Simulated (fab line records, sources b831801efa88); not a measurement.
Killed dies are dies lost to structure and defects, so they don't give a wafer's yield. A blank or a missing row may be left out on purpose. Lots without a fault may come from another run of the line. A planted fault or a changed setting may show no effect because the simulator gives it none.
Which tool did it? | flow sky130 | 12 lots, 36 wafers sampled, at 5 steps of a route of 708

WHAT THE GAUGES READ, wafer by wafer
The record holds no reading of a measuring or inspecting step that can be judged against a usual standard deviation.

WHICH TOOL RAN EACH LOT (tool, then ch and the chambers of the sampled wafers, then the start)
lot  | SKY_CONTACT_SPUTTER_23       | SKY_METAL3_DESCUM_15              | SKY_VIA3_STRIP_16                    | SKY_PASSIVATION_ETCH_11            | SKY_PAD_OPEN_PROBE_99
L319 | pvd_sputter-04, day 31 22:13 | rie_metal-03 ch 0,1, day 38 19:00 | plasma_asher-02 ch 0,1, day 39 22:07 | rie_diel-02 ch 1,2, day 45 00:14   | -
L322 | pvd_sputter-03, day 32 15:43 | rie_metal-01 ch 0,1, day 39 12:25 | plasma_asher-04 ch 0,1, day 40 15:06 | rie_diel-02 ch 0,1, day 45 15:53   | -
L324 | pvd_sputter-03, day 33 14:39 | rie_metal-03 ch 0,1, day 40 08:50 | plasma_asher-02 ch 0,1, day 41 11:01 | rie_diel-02 ch 1,2,3, day 46 10:20 | -
L328 | pvd_sputter-01, day 34 20:17 | rie_metal-03 ch 0,1, day 41 10:34 | plasma_asher-04 ch 0,1, day 42 12:11 | rie_diel-01 ch 0,3, day 47 09:17   | -
L329 | pvd_sputter-03, day 35 05:16 | rie_metal-01 ch 0, day 41 19:52   | plasma_asher-02 ch 0,1, day 42 21:59 | rie_diel-02 ch 0,2,3, day 47 15:23 | prober-02, day 48 13:16
L330 | pvd_sputter-03, day 35 08:37 | rie_metal-01 ch 0, day 41 23:24   | plasma_asher-03 ch 0,1, day 43 00:44 | rie_diel-01 ch 0,1, day 47 15:47   | prober-01, day 48 13:43
L331 | pvd_sputter-03, day 35 14:53 | rie_metal-03 ch 0,1, day 42 04:03 | plasma_asher-02 ch 0,1, day 43 04:53 | rie_diel-02 ch 0,3, day 47 21:38   | prober-02, day 48 18:40
L332 | pvd_sputter-01, day 36 00:58 | rie_metal-03 ch 0,1, day 42 12:06 | plasma_asher-04 ch 0,1, day 43 12:53 | rie_diel-02 ch 0,2,3, day 48 04:53 | -
L335 | pvd_sputter-04, day 36 21:34 | rie_metal-01 ch 0,1, day 43 07:37 | plasma_asher-04 ch 0,1, day 44 08:01 | rie_diel-01 ch 0,1,3, day 48 21:47 | -
L339 | pvd_sputter-04, day 38 01:27 | rie_metal-01 ch 1, day 44 09:29   | plasma_asher-02 ch 0,1, day 45 09:11 | rie_diel-01 ch 0,3, day 49 17:02   | -
L340 | pvd_sputter-04, day 38 21:35 | rie_metal-03 ch 0,1, day 45 01:06 | plasma_asher-04 ch 0,1, day 46 00:11 | rie_diel-03 ch 2,3, day 50 05:08   | -
L342 | pvd_sputter-04, day 38 23:49 | rie_metal-04 ch 0,1, day 45 02:57 | plasma_asher-02 ch 0,1, day 46 02:47 | rie_diel-03 ch 1,2, day 50 06:08   | -
- SKY_CONTACT_SPUTTER_23: material TiN, target thk 20 nm, time 80 s.
- SKY_METAL3_DESCUM_15: chemistry O2, time 8 s.
- SKY_VIA3_STRIP_16: strips in O2/N2.
- SKY_PASSIVATION_ETCH_11: etches the open film in CF4/O2, stops on AlCu, target depth 725 nm, time 161.1 s.
- SKY_PAD_OPEN_PROBE_99

WHAT THE TOOLS THEMSELVES READ (means of the sampled wafers that have a number; where no wafer has one, the mark that the record gives instead)
SKY_CONTACT_SPUTTER_23. Usual: throttle_valve_pct 29.8 %, standard deviation 1.1.
lot  | tool           | throttle_valve_pct (%) | flag
L319 | pvd_sputter-04 | 29.0                   |
L322 | pvd_sputter-03 | 31.0                   |
L324 | pvd_sputter-03 | 31.2                   |
L328 | pvd_sputter-01 | 30.9                   |
L329 | pvd_sputter-03 | 29.0                   |
L330 | pvd_sputter-03 | 31.0                   |
L331 | pvd_sputter-03 | 29.9                   |
L332 | pvd_sputter-01 | 30.7                   |
L335 | pvd_sputter-04 | 30.4                   |
L339 | pvd_sputter-04 | 28.8                   |
L340 | pvd_sputter-04 | 29.7                   |
L342 | pvd_sputter-04 | 29.8                   |

SKY_METAL3_DESCUM_15. Usual: drypump_motor_current_A 5.6 A, standard deviation 0.5; oes_product_au 1.002 a.u., standard deviation 0.01.
lot  | tool         | drypump_motor_current_A (A) | oes_product_au (a.u.) | flag
L319 | rie_metal-03 | 5.9                         | 1.001                 |
L322 | rie_metal-01 | 5.3                         | 1.000                 |
L324 | rie_metal-03 | 6.0                         | 1.008                 |
L328 | rie_metal-03 | 6.0                         | 1.008                 |
L329 | rie_metal-01 | 4.9                         | 1.014                 |
L330 | rie_metal-01 | 4.9                         | 1.012                 |
L331 | rie_metal-03 | 6.0                         | 0.999                 |
L332 | rie_metal-03 | 6.1                         | 1.003                 |
L335 | rie_metal-01 | 5.2                         | 1.006                 |
L339 | rie_metal-01 | 6.0                         | 1.001                 |
L340 | rie_metal-03 | 6.1                         | 1.012                 |
L342 | rie_metal-04 | 5.5                         | 0.997                 |

SKY_VIA3_STRIP_16. Usual: drypump_motor_current_A 5.59 A, standard deviation 0.28; n2_flow_sccm 299.9 sccm, standard deviation 0.88; oes_product_au 0.401 a.u., standard deviation 0.0049; strip_time_to_endpoint_s 4.13 s, standard deviation 0.037.
lot  | tool            | drypump_motor_current_A (A) | n2_flow_sccm (sccm) | oes_product_au (a.u.) | strip_time_to_endpoint_s (s) | flag
L319 | plasma_asher-02 | 5.81                        | 299.6               | 0.399                 | 4.13                         |
L322 | plasma_asher-04 | 5.44                        | 299.8               | 0.397                 | 4.13                         |
L324 | plasma_asher-02 | 5.92                        | 300.0               | 0.406                 | 4.14                         |
L328 | plasma_asher-04 | 5.28                        | 300.0               | 0.403                 | 4.13                         |
L329 | plasma_asher-02 | 5.92                        | 299.8               | 0.399                 | 4.16                         |
L330 | plasma_asher-03 | 5.55                        | 299.9               | 0.403                 | 4.16                         |
L331 | plasma_asher-02 | 5.83                        | 299.1               | 0.406                 | 4.16                         |
L332 | plasma_asher-04 | 5.42                        | 299.5               | 0.403                 | 4.15                         |
L335 | plasma_asher-04 | 5.25                        | 300.7               | 0.403                 | 4.12                         |
L339 | plasma_asher-02 | 5.82                        | 299.6               | 0.396                 | 4.12                         |
L340 | plasma_asher-04 | 5.26                        | 299.7               | 0.400                 | 4.12                         |
L342 | plasma_asher-02 | 5.90                        | 299.6               | 0.401                 | 4.10                         |

SKY_PASSIVATION_ETCH_11. Usual: O2_flow_sccm 9.99 sccm, standard deviation 0.032; drypump_motor_current_A 5.7 A, standard deviation 0.46; oes_product_au 0.975 a.u., standard deviation 0.0077; throttle_valve_pct 5.963 %, standard deviation 0.0099.
lot  | tool        | O2_flow_sccm (sccm) | drypump_motor_current_A (A) | oes_product_au (a.u.) | throttle_valve_pct (%) | flag
L319 | rie_diel-02 | 9.97                | 5.4                         | 0.964                 | 5.960                  |
L322 | rie_diel-02 | 10.01               | 5.0                         | 0.975                 | 5.966                  |
L324 | rie_diel-02 | 10.00               | 5.7                         | 0.973                 | 5.972                  |
L328 | rie_diel-01 | 9.99                | 5.9                         | 0.977                 | 5.973                  |
L329 | rie_diel-02 | 9.99                | 5.8                         | 0.979                 | 5.962                  |
L330 | rie_diel-01 | 10.05               | 5.9                         | 0.978                 | 5.968                  |
L331 | rie_diel-02 | 10.03               | 5.7                         | 0.973                 | 5.960                  |
L332 | rie_diel-02 | 10.02               | 5.8                         | 0.975                 | 5.963                  |
L335 | rie_diel-01 | 9.97                | 5.9                         | 0.974                 | 5.952                  |
L339 | rie_diel-01 | 9.98                | 5.9                         | 0.975                 | 5.968                  |
L340 | rie_diel-03 | 9.98                | 6.2                         | 0.971                 | 5.968                  |
L342 | rie_diel-03 | 10.00               | 6.0                         | 0.967                 | 5.955                  |

SKY_PAD_OPEN_PROBE_99. Usual: killed_at_M0_to_M3 43, standard deviation 6.6; killed_at_M4_up 2.9, standard deviation 1.8; killed_at_contacts 25, standard deviation 5.3; killed_at_front_end 15, standard deviation 4.1; killed_at_other 0.3, standard deviation 0.6; killed_dies 86, standard deviation 8.8; killed_open 47, standard deviation 6.7; killed_short 39, standard deviation 6.2.
lot  | tool      | killed_at_M0_to_M3 | killed_at_M4_up | killed_at_contacts | killed_at_front_end | killed_at_other | killed_dies | killed_open | killed_short | flag
L329 | prober-02 | 42                 | 2.7             | 73                 | 13                  | 0.0             | 131         | 43          | 37           | OFF
L330 | prober-01 | 32                 | 1.0             | 68                 | 18                  | 0.3             | 120         | 40          | 39           | OFF
L331 | prober-02 | 43                 | 2.3             | 78                 | 20                  | 0.7             | 144         | 48          | 44           | OFF

THE ANSWER, worked out from the rows above alone
Rule: a lot is off if the mean of its wafers that have a number lies more than 3 standard deviations from the usual mean. A lot without any number at a reading at which 4 lots or more have one is off too. The other lots that the step has rows for count as sound. The gauges are gone through in route order, then the tools' own readings, and for those a lot's mean is taken as printed above. The first step at which some lot is off is used, and at that step the reading that is off furthest; a lot without a number counts as furthest.
Off: L329, L330, L331, at SKY_PAD_OPEN_PROBE_99 (killed_at_contacts). Neither off nor sound, because the step has no rows for them: L319, L322, L324, L328, L332, L335, L339, L340, L342.
A tool fits if, at that step or a process step before it, it ran every lot that is off, and no sound lot after the first of them. One fits: pvd_sputter-03 at SKY_CONTACT_SPUTTER_23. It ran no sound lot before its first lot that is off in this sample, so the start can't be narrowed down.

WHAT THE SIMULATOR HAD PUT IN
Chamber particle source: pvd_sputter-03, from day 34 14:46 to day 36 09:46, at SKY_CONTACT_SPUTTER_23. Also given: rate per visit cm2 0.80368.
Lots struck among those shown: L329, L330, L331. The rule above found the same.
